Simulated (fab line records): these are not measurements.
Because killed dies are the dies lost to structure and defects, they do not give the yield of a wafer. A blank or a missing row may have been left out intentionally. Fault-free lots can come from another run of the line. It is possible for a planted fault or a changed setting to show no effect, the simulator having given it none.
fab line records ; flow gf180mcu
record: lots: 6; wafers: 18; last_day: 33
route steps=602 shown MIM@524 M5@526
lots with no fault: from the same line, run without faults
start_h: hours from the record's first day to the start of the lot's first wafer shown ; wait_h: how many hours have passed since the lot's step before this one ; " identical to the entry in the row above ; L1.1+2: a single row standing in for several wafers ; - no value present, or no start provided ; * or withheld: withheld ; < > ~ a bound
route shown NAME@n: NAME is a module with steps in the file, n the number in the route of the first one ; usual: the fault-free wafers' mean and standard deviation ; same: alike in all rows ; chamber/n: place in a boat ; sites: readings site by site ; _std_site: standard deviation of those values ; _edge_site: inner sites' mean taken away from outer sites' mean ; radius_mm: for every site, how far away it sits from the centre of the wafer ; mask NAME#n: copy n ; behind: tool/chamber where the wafer was last shaped ; hold: why the lot was held/for how many hours/how that ended ; device: whichever transistor did not switch (one of n, p or np) ; end of line: tests of these same wafers at the route's end ; where a step has no rows: the recipe by itself ; killed: the dies lost at the first sort to structure and to defects; this is not the yield of the wafer ; map: the dies of a wafer, with x for killed, . for not killed, _ for no die there
set.NAME: setting as actually run; set.NAME@STEP: the setting as run at that earlier step ; model.NAME: the simulator's own value behind a step, which no gauge read
certain route steps with their lots: each step a table, each wafer a row
services: a tool's chamber out of use, with start hour (start_h, from the record's first day; less than 0 if before it), hours out, and reason
== steps ==
step: GF_MIM_STRIP_21
recipe: chemistry: post_etch_residue_remover; time_s: 1200; temp_c: 72.5
step: GF_MIM_CLEAN_22
recipe: chemistry: DIW; dry: n2_spin
step: GF_M5_DEHYDRATE_00
recipe: temp_c: 200; time_s: 60
step: GF_M5_HMDS_01
recipe: prime_time_s: 60; prime_temp_c: 120
step: GF_M5_COAT_02
recipe: resist: KrF; spin_rpm: withheld; resist_thk_nm: 1000
step: GF_M5_SOFTBAKE_03
recipe: temp_c: 130; time_s: 60; resist: KrF
step: GF_M5_EXPOSE_04
recipe: mask_id: Metal5; target_cd_nm: 280; na: 0.68; source_shape: conventional; sigma_outer: 0.6; dose_mj: 28
step: GF_M5_PEB_05
recipe: peb_temp_c: 135; peb_time_s: 90; resist: KrF
step: GF_M5_DEVELOP_06
recipe: develop_time_s: 60; dev_temp_c: 21
step: GF_M5_CD_MEAS_07
recipe: target_cd_nm: 280
usual: cd_nm: 279.8/1.1
lot.wafer;tool;chamber;start_h;wait_h;cd_nm
L204.4;cd_sem-02;-;649.82;0.1;281.2
L204.5;cd_sem-02;-;649.82;0.1;280.5
L204.6;cd_sem-02;-;649.82;0.1;281.4
L207.2;cd_sem-02;-;673.33;0.1;281.6
L207.3;cd_sem-02;-;673.33;0.1;280.7
L207.6;cd_sem-02;-;673.33;0.1;280.7
L210.3;cd_sem-01;-;692.05;0.1;279.0
L210.4;cd_sem-01;-;692.05;0.1;279.1
L210.6;cd_sem-01;-;692.05;0.1;279.2
L215.1;cd_sem-02;-;725.47;0.1;279.3
L215.3;cd_sem-02;-;725.47;0.1;279.4
L215.6;cd_sem-02;-;725.47;0.1;278.9
L216.1;cd_sem-02;-;729.50;0.1;280.3
L216.3;cd_sem-02;-;729.50;0.1;279.4
L216.4;cd_sem-02;-;729.50;0.1;278.9
L219.2;cd_sem-01;-;750.19;0.1;279.3
L219.3;cd_sem-01;-;750.19;0.1;279.9
L219.6;cd_sem-01;-;750.19;0.1;281.1
step: GF_M5_OVL_MEAS_08
usual: M5_OVL: 0/4.7
lot.wafer;tool;chamber;start_h;wait_h;M5_OVL[nm]
L204.4;overlay-01;-;649.90;0.1;3
L204.5;overlay-01;-;649.90;0.1;1
L204.6;overlay-01;-;649.90;0.1;1
L207.2;overlay-02;-;673.44;0.1;-2
L207.3;overlay-02;-;673.44;0.1;-6
L207.6;overlay-02;-;673.44;0.1;-5
L210.3;overlay-02;-;692.15;0.1;1
L210.4;overlay-02;-;692.15;0.1;-5
L210.6;overlay-02;-;692.15;0.1;-13
L215.1;overlay-01;-;725.59;0.1;7
L215.3;overlay-01;-;725.59;0.1;-2
L215.6;overlay-01;-;725.59;0.1;-4
L216.1;overlay-01;-;729.62;0.1;-3
L216.3;overlay-01;-;729.62;0.1;1
L216.4;overlay-01;-;729.62;0.1;-2
L219.2;overlay-01;-;750.29;0.1;6
L219.3;overlay-01;-;750.29;0.1;9
L219.6;overlay-01;-;750.29;0.1;5
step: GF_M5_ETCH_09
recipe: chemistry: CF4/O2; target: Si3N4; target_depth_nm: 52; source_w: 800; bias_w: 150; pressure_mtorr: 150; cf4_flow_sccm: 80; O2_flow_sccm: 10; time_s: 11.6
usual: chamber_pressure_mTorr: 150.0/0.43; drypump_motor_current_A: 5.7/0.44; oes_product_au: 0.991/0.013; throttle_valve_pct: 5.968/0.009
lot.wafer;tool;chamber;start_h;wait_h;chamber_pressure_mTorr;drypump_motor_current_A;oes_product_au;rf_hours_counter_h;throttle_valve_pct
L204.4;rie_diel-04;1;649.92;0.0;149.8;6.2;0.992;4;5.959
L204.5;rie_diel-04;0;649.92;0.0;150.0;5.3;0.999;-;5.955
L204.6;rie_diel-04;3;649.92;0.0;150.2;5.5;0.978;-;5.961
L207.2;rie_diel-01;1;673.47;0.0;150.1;5.7;1.002;8;5.967
L207.3;rie_diel-01;3;673.47;0.0;150.1;5.8;0.990;6;5.975
L207.6;rie_diel-01;2;673.47;0.0;150.2;6.3;1.006;-;5.975
L210.3;rie_diel-02;1;692.17;0.0;150.1;5.2;1.000;9;5.969
L210.4;rie_diel-02;2;692.17;0.0;150.0;5.8;0.987;32;5.953
L210.6;rie_diel-02;1;692.17;0.0;150.0;5.2;0.997;-;5.977
L215.1;rie_diel-02;1;725.62;0.0;150.2;5.2;1.000;11;5.976
L215.3;rie_diel-02;2;725.62;0.0;150.1;5.8;0.989;33;5.958
L215.6;rie_diel-02;3;725.62;0.0;150.0;5.2;0.981;-;5.968
L216.1;rie_diel-02;2;729.65;0.0;150.2;5.8;0.977;33;5.977
L216.3;rie_diel-02;3;729.65;0.0;149.7;5.1;0.979;8;5.959
L216.4;rie_diel-02;1;729.65;0.0;149.9;5.2;0.999;11;5.957
L219.2;rie_diel-02;0;750.32;0.0;149.9;6.5;0.988;7;5.971
L219.3;rie_diel-02;1;750.32;0.0;150.1;5.2;1.007;12;5.975
L219.6;rie_diel-02;0;750.32;0.0;150.0;6.6;0.988;-;5.974
step: GF_M5_METAL_ETCH_10
recipe: chemistry: Cl2/BCl3; mask_material: KrF; target_depth_nm: 750.8; stop_on: SiO2; pressure_mtorr: 8; icp_w: 800; bias_w: 140; Cl2_flow_sccm: 80; bcl3_flow_sccm: 40; time_s: 125.1
usual: chamber_pressure_mTorr: 8.000/0.0065; drypump_motor_current_A: 5.8/0.74; mfc_cl2_sccm: 79.98/0.21; oes_product_au: 0.990/0.006; throttle_valve_pct: 28.230/0.011
lot.wafer;tool;chamber;start_h;wait_h;chamber_pressure_mTorr;drypump_motor_current_A;mfc_cl2_sccm;oes_product_au;rf_hours_counter_h;throttle_valve_pct;model.KrF_of_M5_COAT_02.thk_nm
L204.4;rie_metal-02;1;649.99;0.1;7.994;5.2;79.57;0.979;-;28.247;655.3
L204.5;rie_metal-02;0;649.99;0.1;7.994;6.0;80.16;0.989;-;28.243;653.1
L204.6;rie_metal-02;1;649.99;0.1;8.003;5.1;79.87;0.985;-;28.231;654.6
L207.2;rie_metal-04;0;673.49;0.0;8.006;6.8;80.20;0.994;11;28.223;646.9
L207.3;rie_metal-04;0;673.49;0.0;7.994;6.8;80.08;0.993;-;28.221;643.8
L207.6;rie_metal-04;0;673.49;0.0;8.004;6.8;79.97;0.998;-;28.227;645.6
L210.3;rie_metal-02;0;692.24;0.1;8.008;6.0;80.00;0.986;-;28.233;652.6
L210.4;rie_metal-02;1;692.24;0.1;8.005;5.1;80.05;0.993;-;28.241;649.9
L210.6;rie_metal-02;0;692.24;0.1;8.001;6.0;79.70;0.983;-;28.220;652.7
L215.1;rie_metal-02;1;725.65;0.0;7.993;5.1;79.91;0.815;10;28.418;736
L215.3;rie_metal-02;0;725.65;0.0;8.001;6.0;80.01;0.999;-;28.234;648
L215.6;rie_metal-02;0;725.65;0.0;7.992;6.0;80.46;0.993;-;28.235;651.4
L216.1;rie_metal-02;1;729.68;0.0;7.999;5.1;80.14;0.826;11;28.402;736.1
L216.3;rie_metal-02;1;729.68;0.0;7.990;5.1;79.93;0.833;-;28.426;733.2
L216.4;rie_metal-02;0;729.68;0.0;7.994;6.0;80.03;0.984;-;28.238;649.6
L219.2;rie_metal-04;0;750.35;0.0;8.000;6.7;79.83;0.989;15;28.218;647.3
L219.3;rie_metal-04;1;750.35;0.0;7.991;4.9;80.09;1.004;-;28.230;643.1
L219.6;rie_metal-04;0;750.35;0.0;8.007;6.7;79.83;1.004;-;28.239;644.3
step: GF_M5_STRIP_11
recipe: chemistry: O2/N2; power_w: 1400; pressure_mtorr: 1500; platen_temp_c: 250; o2_flow_sccm: 3000; n2_flow_sccm: 300; overash_fraction: 0.5
usual: chamber_pressure_mTorr: 1500.1/1.2; drypump_motor_current_A: 5.9/0.41; heater_power_w: 324/32; o2_flow_sccm: 2999/8.7; oes_product_au: 0.524/0.0047; strip_time_to_endpoint_s: 7.06/0.051
lot.wafer;tool;chamber;start_h;wait_h;chamber_pressure_mTorr;drypump_motor_current_A;heater_power_w;o2_flow_sccm;oes_product_au;rf_hours_counter_h;strip_time_to_endpoint_s
L204.4;plasma_asher-04;1;650.11;0.1;1499.6;5.7;336;3007;0.526;-;7.11
L204.5;plasma_asher-04;1;650.11;0.1;1500.1;5.8;337;3000;0.521;-;7.06
L204.6;plasma_asher-04;0;650.11;0.1;1500.8;6.3;280;3001;0.524;-;7.08
L207.2;plasma_asher-04;0;673.62;0.1;1500.2;6.4;282;2999;0.521;56;7.01
L207.3;plasma_asher-04;1;673.62;0.1;1500.0;5.8;328;3008;0.512;-;6.98
L207.6;plasma_asher-04;0;673.62;0.1;1501.4;6.4;294;2991;0.527;-;7.00
L210.3;plasma_asher-04;0;692.35;0.1;1499.1;6.4;283;3015;0.526;-;7.08
L210.4;plasma_asher-04;1;692.35;0.1;1500.2;5.8;332;2990;0.517;-;7.05
L210.6;plasma_asher-04;1;692.35;0.1;1500.4;5.8;340;2982;0.528;-;7.07
L215.1;plasma_asher-04;1;725.77;0.1;1498.8;5.7;332;3024;0.561;61;7.88
L215.3;plasma_asher-04;1;725.77;0.1;1501.7;5.7;332;3008;0.522;-;7.03
L215.6;plasma_asher-04;1;725.77;0.1;1499.2;5.7;338;3003;0.526;-;7.06
L216.1;plasma_asher-04;1;729.81;0.1;1499.3;5.8;332;2997;0.553;61;7.88
L216.3;plasma_asher-04;1;729.81;0.1;1500.3;5.8;335;3001;0.554;-;7.85
L216.4;plasma_asher-04;0;729.81;0.1;1500.2;6.4;279;2999;0.520;-;7.03
L219.2;plasma_asher-01;0;750.47;0.1;1499.5;5.2;334;2988;0.517;1;7.03
L219.3;plasma_asher-01;1;750.47;0.1;1502.2;6.0;348;3005;0.523;-;6.99
L219.6;plasma_asher-01;0;750.47;0.1;1501.1;5.2;328;2989;0.519;-;6.99
step: GF_M5_STRIP_12
recipe: chemistry: post_etch_residue_remover; time_s: 1200; temp_c: 72.5
== services ==
tool;chamber;start_h;hours;kind
plasma_asher-01;-;625.92;3.2;repair
rie_diel-04;0;631.39;9.5;repair
rie_diel-04;-;652.69;2.8;pm
rie_diel-01;0;656.51;10.5;repair
rie_metal-04;0;660.24;3.9;repair
plasma_asher-01;-;668.46;9.5;repair
rie_diel-04;0;673.90;2.5;repair
rie_diel-01;2;704.46;-;clean
rie_diel-01;2;704.46;14.9;scheduled_down
rie_diel-01;2;704.46;14.9;vent_cycle
rie_diel-04;0;720.13;-;clean
rie_diel-04;0;720.13;23.3;scheduled_down
rie_diel-04;0;720.13;23.3;vent_cycle
plasma_asher-01;-;733.75;9.0;pm
plasma_asher-01;0;733.75;9.0;vent_cycle
plasma_asher-01;1;733.75;9.0;vent_cycle
rie_metal-02;1;735.23;15.6;repair
plasma_asher-01;0;742.75;-;clean
plasma_asher-01;1;742.75;-;clean
== key ==
first_sign: step: GF_M5_METAL_ETCH_10; reading: oes_product_au; direction: down; sigmas: 28; usual: 0.990; struck: 0.824
effect: step: GF_M5_METAL_ETCH_10; reading: throttle_valve_pct; direction: up; sigmas: 18; usual: 28.230; struck: 28.415
effect: step: GF_M5_STRIP_11; reading: strip_time_to_endpoint_s; direction: up; sigmas: 16; usual: *; struck: *
model_effect: step: GF_M5_METAL_ETCH_10; value: KrF_of_M5_COAT_02.thk_nm; without: 655.9; struck: 735.1
met_at GF_M5_METAL_ETCH_10
struck_wafers L215.1,L216.1,L216.3
later_rows_left_out L215.1,L216.1,L216.3
sort_left_out L215.1,L216.1,L216.3
onset_between 692.24 725.65
fault: kind: process_parameter_drift; tool: rie_metal-02; chamber: 1; onset_h: 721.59; steps: GF_M5_METAL_ETCH_10; channel: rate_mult; offset: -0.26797; shape: step; end_h: 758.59
sort_left_out: the simulated sort isn't trusted on such a fault, so these wafers' sort isn't shown, and their yield isn't known
later_rows_left_out: the simulator's readings of these wafers behind a module that went badly wrong aren't trusted and aren't shown, but for the sort
